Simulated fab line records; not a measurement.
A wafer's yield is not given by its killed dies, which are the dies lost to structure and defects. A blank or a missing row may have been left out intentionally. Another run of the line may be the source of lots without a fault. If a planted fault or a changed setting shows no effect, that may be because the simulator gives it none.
Which tool did it? ; flow gf180mcu ; 12 lots with 36 wafers sampled at 6 steps, on a route of 602 steps

== WHAT THE GAUGES READ, wafer by wafer ==
GF_HV_LDD_OVL_MEAS_20.
lot;measured;on;HV_LDD_01_OVL (nm)
L274;day 10 17:17;overlay-02;-1.9 -0.8 -0.9
L276;day 11 13:31;overlay-01;0.7 -0.1 -0.6
L283;day 13 19:05;overlay-02;-2.2 -2.5 -1.9
L285;day 14 05:36;overlay-01;0.5 0.3 -0.4
L287;day 14 18:38;overlay-02;-0.4 -1.9 -3.0
L291;day 16 05:55;overlay-01;-0.2 -2.1 -1.8
L292;day 16 08:14;overlay-01;0.4 -1.8 2.9
L293;day 16 16:46;overlay-02;-0.2 0.5 0.1
L294;day 17 01:40;overlay-01;4.7 1.6 0.2
L295;day 17 10:58;overlay-02;-1.4 -1.3 0.5
L296;day 17 14:23;overlay-01;1.8 1.1 0.0
L297;day 17 21:02;overlay-01;0.1 3.0 -0.1

GF_PSD_OVL_MEAS_08.
lot;measured;on;PSD_OVL (nm)
L274;day 14 06:41;overlay-02;-0.6 -0.2 -0.8
L276;day 15 03:32;overlay-02;-0.5 0.0 -0.8
L283;day 17 14:15;overlay-02;-0.5 -1.7 -0.7
L285;day 18 03:09;overlay-02;0.3 -0.8 -1.3
L287;day 18 17:48;overlay-02;-1.0 -0.6 0.2
L291;day 20 07:35;overlay-02;1.5 -1.1 -1.0
L292;day 20 10:27;overlay-02;-1.2 -5.5 -2.6
L293;day 20 17:20;overlay-01;-2.5 1.0 -0.6
L294;day 21 04:29;overlay-02;-0.7 -0.1 1.3
L295;day 21 15:31;overlay-02;-1.8 -3.7 -0.8
L296;day 21 18:32;overlay-02;0.0 1.9 -0.9
L297;day 22 00:14;overlay-01;-2.0 -0.7 -3.2

GF_PSD_RS_MEAS_14: a four-point-probe measurement.
lot;measured;on;NSD_RS (ohm/sq)
L274;day 14 07:11;film-metro-01;45.99 46.09 46.08
L276;day 15 04:01;film-metro-02;46.06 46.04 46.15
L283;day 17 14:44;film-metro-01;46.08 46.19 46.31
L285;day 18 03:40;film-metro-03;48.23 48.29 48.28
L287;day 18 18:19;film-metro-02;48.10 48.13 48.05
L291;day 20 08:04;film-metro-02;46.15 46.24 46.21
L292;day 20 10:58;film-metro-01;46.12 46.15 46.12
L293;day 20 17:49;film-metro-03;46.10 46.24 46.01
L294;day 21 04:59;film-metro-02;46.19 46.11 46.20
L295;day 21 16:00;film-metro-03;46.25 46.25 46.23
L296;day 21 19:02;film-metro-03;46.09 46.14 46.16
L297;day 22 00:44;film-metro-01;46.19 46.31 46.14

== WHICH TOOL RAN EACH LOT (tool, then ch and the chambers of the sampled wafers, then the start) ==
lot;GF_HV_LDD_STRIP_37;GF_NSD_IMPLANT_10;GF_NSD_STRIP_11
L274;plasma-asher-04 ch 0,1, day 11 13:02;implanter-01 ch 0, day 13 09:54;plasma-asher-02 ch 0,1, day 13 10:02
L276;plasma-asher-01 ch 0,1, day 12 10:13;implanter-01 ch 0, day 14 06:34;plasma-asher-03 ch 1, day 14 06:43
L283;plasma-asher-03 ch 0,1, day 14 17:05;implanter-01 ch 0, day 16 15:00;plasma-asher-04 ch 0,1, day 16 15:07
L285;plasma-asher-01 ch 0,1, day 15 03:53;implanter-02 ch 0, day 17 04:16;plasma-asher-03 ch 0,1, day 17 04:23
L287;plasma-asher-04 ch 0,1, day 15 16:49;implanter-02 ch 0, day 17 18:26;plasma-asher-02 ch 0,1, day 17 18:34
L291;plasma-asher-04 ch 0, day 17 05:17;implanter-03 ch 0, day 19 07:04;plasma-asher-04 ch 0,1, day 19 07:13
L292;plasma-asher-03 ch 0,1, day 17 08:11;implanter-03 ch 0, day 19 10:19;plasma-asher-03 ch 0,1, day 19 10:26
L293;plasma-asher-04 ch 0,1, day 17 16:04;implanter-01 ch 0, day 19 17:46;plasma-asher-02 ch 0,1, day 19 17:55
L294;plasma-asher-03 ch 0,1, day 18 00:49;implanter-01 ch 0, day 20 04:16;plasma-asher-02 ch 0,1, day 20 04:25
L295;plasma-asher-01 ch 0,1, day 18 11:02;implanter-01 ch 0, day 20 15:52;plasma-asher-02 ch 1, day 20 16:01
L296;plasma-asher-01 ch 0,1, day 18 14:40;implanter-03 ch 0, day 20 18:34;plasma-asher-03 ch 0,1, day 20 18:43
L297;plasma-asher-01 ch 0,1, day 18 21:19;implanter-02 ch 0, day 21 00:43;plasma-asher-03 ch 0,1, day 21 00:50
- GF_HV_LDD_STRIP_37: strips in O2/N2.
- GF_NSD_IMPLANT_10
- GF_NSD_STRIP_11: strips in O2/N2.

== AS READ BY THE TOOLS THEMSELVES (means over the sampled wafers that have a number; for cases with no such wafer, the mark the record gives instead) ==
GF_HV_LDD_STRIP_37.
lot;tool;drypump-motor-current-A (A);heater-power-w (W);oes-product-au (a.u.);strip-time-to-endpoint-s (s)
L274;plasma-asher-04;5.9;343;0.714;12.71
L276;plasma-asher-01;5.3;367;0.712;12.66
L283;plasma-asher-03;5.9;273;0.717;12.66
L285;plasma-asher-01;5.3;377;0.717;12.66
L287;plasma-asher-04;6.0;343;0.717;12.63
L291;plasma-asher-04;6.0;346;0.714;12.68
L292;plasma-asher-03;5.6;284;0.717;12.67
L293;plasma-asher-04;5.9;348;0.720;12.62
L294;plasma-asher-03;5.6;277;0.719;12.65
L295;plasma-asher-01;5.3;373;0.716;12.62
L296;plasma-asher-01;5.3;368;0.716;12.66
L297;plasma-asher-01;5.2;373;0.712;12.63

GF_NSD_IMPLANT_10.
lot;tool;dose-ions-cm2;faraday-current-uA
L274;implanter-01;5e+14;2771
L276;implanter-01;5e+14;2763
L283;implanter-01;5e+14;2805
L285;implanter-02;3e+14;1835
L287;implanter-02;3e+14;1887
L291;implanter-03;5e+14;2751
L292;implanter-03;5e+14;2799
L293;implanter-01;5e+14;2812
L294;implanter-01;5e+14;2829
L295;implanter-01;5e+14;2797
L296;implanter-03;5e+14;2728
L297;implanter-02;5e+14;2834

GF_NSD_STRIP_11.
lot;tool;drypump-motor-current-A (A);heater-power-w (W);oes-product-au (a.u.);strip-time-to-endpoint-s (s)
L274;plasma-asher-02;5.8;341;0.487;23.00
L276;plasma-asher-03;5.2;288;0.484;22.94
L283;plasma-asher-04;5.9;345;0.484;22.94
L285;plasma-asher-03;5.9;270;0.489;22.85
L287;plasma-asher-02;5.8;344;0.484;22.81
L291;plasma-asher-04;5.9;345;0.493;23.01
L292;plasma-asher-03;5.6;291;0.490;22.93
L293;plasma-asher-02;5.7;331;0.487;22.96
L294;plasma-asher-02;5.7;329;0.494;22.95
L295;plasma-asher-02;5.7;321;0.486;22.95
L296;plasma-asher-03;5.9;276;0.486;22.95
L297;plasma-asher-03;5.6;298;0.489;22.96

== THE ANSWER, worked out from the rows above alone ==
Rule: the lots themselves supply what counts as usual. Put in order of their means at a reading, lots are off if they are a third of the lots or fewer, leave a main group of 4 or more, and stand apart from it by a gap of 3 or more times the standard deviation of the main group's means; of several such gaps the widest counts. A main group whose means are all the same, to the digits that the tables above print for the reading, isn't used. A lot without any number at a reading at which 4 lots or more have one is off too. Any other lot the step has rows for is counted as sound. First the gauges in route order, then the tools' own readings, where a lot's mean is used as printed above. The first step at which some lot is off is used, and at that step the reading that is off furthest; a lot without a number counts as furthest.
Off: L285, L287, at GF_PSD_RS_MEAS_14 (NSD_RS). The main group has a mean of 46.15 ohm/sq with a standard deviation of 0.057.
If a tool, at a process step before that reading, ran all the lots that are off and no sound lot after the first of them, it fits. The gauges at GF_PSD_RS_MEAS_14 aren't tried: what is off there is off at GF_NSD_IMPLANT_10 too, on other tools, and a gauge's error can't cause that. Of those tried, none fits.

== WHAT HAD BEEN PUT IN BY THE SIMULATOR ==
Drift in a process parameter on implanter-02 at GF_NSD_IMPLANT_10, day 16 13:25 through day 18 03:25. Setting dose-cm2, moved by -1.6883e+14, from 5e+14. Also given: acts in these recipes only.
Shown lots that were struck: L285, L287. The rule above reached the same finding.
